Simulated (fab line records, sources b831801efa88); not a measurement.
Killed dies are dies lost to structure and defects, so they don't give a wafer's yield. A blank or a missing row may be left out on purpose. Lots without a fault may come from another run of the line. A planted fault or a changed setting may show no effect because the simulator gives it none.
Problem report in the 8D (eight disciplines) form, filled by code | flow sky130 | the parts of the form that need people (team, actions taken, sign-off) are left out

1. THE PROBLEM
VT_ADJUST_NCORE_TW at SKY_VT_ADJUST_NCORE_TW_MEAS_11 reads a mean of 196.7 on 6 wafers of 2 lots; wafers without a fault read 218.3 with a standard deviation of 2. That is -11 standard deviations from the usual mean.
First seen on wafer L963.2, day 12 21:05, on film_metro-01. The record holds 36 wafers of 12 lots with a number at this step. Rule for "out", or "out of limits": more than 4 standard deviations from the usual mean. The other wafers with a number count as sound.

2. WHAT IT IS AND WHAT IT IS NOT
question                    | is                           | is not
which readings at this step | VT_ADJUST_NCORE_TW           | -
which lots                  | L963, L965                   | L950, L951, L952, L953, L956, L957, L958, L961, L962, L972
which wafers of those lots  | all that have a number       | -
read on which gauges        | film_metro-01, film_metro-03 | film_metro-04
when                        | from day 12 21:05            | up to then (27 sound wafers); but 3 sound wafers of L972 came after

3. SUSPECTS, AND WHAT RULES EACH OUT
Counting: a tool at a process step up to the reading stays a suspect if it ran every lot that is out and no sound lot after the first of them.
- the gauge at SKY_VT_ADJUST_NCORE_TW_MEAS_11: ruled out. The wafers that are out were read on 2 gauges (film_metro-01, film_metro-03).
- implanter-04 at SKY_VT_ADJUST_NCORE_IMPLANT_09: kept. It ran every lot that is out, first L963 (day 12 20:50), and no sound lot after that; its last sound lot up to then is L961 (day 12 11:48). Its own readings are out on those wafers: beam_energy_keV.
Left after counting: implanter-04 at SKY_VT_ADJUST_NCORE_IMPLANT_09.

4. THE CAUSE (what the simulator had put in)
Process parameter drift: implanter-04, from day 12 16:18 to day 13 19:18, at SKY_VT_ADJUST_NCORE_IMPLANT_09. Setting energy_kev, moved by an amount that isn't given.
Counting left only this tool.

5. THE CHAIN OF EFFECTS, in route order
Each row: a reading whose mean over the struck wafers that have a number lies more than 3 standard deviations from the usual. Only readings for which the record gives a usual standard deviation are gone through. hours: the time from each lot's start at the first step in this table that gives one to its start at this step, as a median over the lots. sigmas: the change in usual standard deviations.
hours | step                           | reading            | usual  | on struck wafers | change  | sigmas
0     | SKY_VT_ADJUST_NCORE_IMPLANT_09 | beam_energy_keV    | 9.9999 | 6.1523           | -3.8476 | -99 or more
0     | SKY_VT_ADJUST_NCORE_TW_MEAS_11 | VT_ADJUST_NCORE_TW | 218.3  | 196.7            | -21.6   | -11
The process steps in it:
- SKY_VT_ADJUST_NCORE_IMPLANT_09

6. WHAT WOULD HAVE CAUGHT IT SOONER
In this record the first reading out of limits at a measuring or inspecting step was taken at day 12 21:05, 5 hours after the fault began at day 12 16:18.
The tool's own readings at SKY_VT_ADJUST_NCORE_IMPLANT_09 were out on every struck wafer that the step has a row for (beam_energy_keV): an alarm limit on them would have fired on the first of those.
Of the lots that are out (2), L965 began SKY_VT_ADJUST_NCORE_IMPLANT_09 on implanter-04 after day 12 21:05. A hold on the tool at that time would have spared it.
